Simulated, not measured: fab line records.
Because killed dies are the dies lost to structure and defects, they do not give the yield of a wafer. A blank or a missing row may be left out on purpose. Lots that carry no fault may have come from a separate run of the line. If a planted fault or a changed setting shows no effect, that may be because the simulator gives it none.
Matching of chambers :: flow gf180mcu :: GF_V3_CVD_02 on pecvd-03: 3 sister chambers
The step deposits SiO2 from TEOS, target thk 850 nm, time 94.851 s. 3 wafers are shown with their chamber, then 10 later ones without.

== WAFERS PAIRED WITH THEIR CHAMBERS ==
wafer: L088.2
chamber: 2
heaterPowerW (W): 690

wafer: L088.6
chamber: 1
heaterPowerW (W): 665

wafer: L089.4
chamber: 0
heaterPowerW (W): 700

== WAFERS WHOSE CHAMBER IS MISSING ==
wafer: L089.6
heaterPowerW (W): 695

wafer: L090.1
heaterPowerW (W): 666

wafer: L090.3
heaterPowerW (W): 731

wafer: L090.5
heaterPowerW (W): 532

wafer: L094.1
heaterPowerW (W): 571

wafer: L094.2
heaterPowerW (W): 686

wafer: L094.3
heaterPowerW (W): 565

wafer: L095.1
heaterPowerW (W): 724

wafer: L095.3
heaterPowerW (W): 643

wafer: L095.5
heaterPowerW (W): 751

== WHICH CHAMBER EACH WENT THROUGH ==
wafer: L089.6
from the rows above: can't be placed: 0 or 2 or 1
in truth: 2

wafer: L090.1
from the rows above: can't be placed: 1 or 2 or 0
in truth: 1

wafer: L090.3
from the rows above: can't be placed: 0 or 2 or 1
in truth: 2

wafer: L090.5
from the rows above: can't be placed: 1 or 2 or 0
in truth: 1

wafer: L094.1
from the rows above: can't be placed: 1 or 2 or 0
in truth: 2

wafer: L094.2
from the rows above: can't be placed: 2 or 0 or 1
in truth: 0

wafer: L094.3
from the rows above: can't be placed: 1 or 2 or 0
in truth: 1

wafer: L095.1
from the rows above: can't be placed: 0 or 2 or 1
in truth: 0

wafer: L095.3
from the rows above: can't be placed: 1 or 2 or 0
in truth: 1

wafer: L095.5
from the rows above: can't be placed: 0 or 2 or 1
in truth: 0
0 of 10 placed correctly. Unplaceable from these rows: 10, with the true chamber sitting among the candidates in 10. 0 placed wrongly.
How it was worked out, from the rows above alone: a wafer's distance from a chamber is the root of the sum, over the readings, of the square of ((its reading less the chamber's mean) divided by the reading's scatter). If the next closest chamber is less than 2 further off than the closest, the wafer can't be placed; otherwise it belongs to the closest. A chamber's mean is the mean of its shown wafers. The scatter (one wafer shown for each chamber): square how far every hidden wafer sits from the nearest shown wafer, average those squares and take the square root.
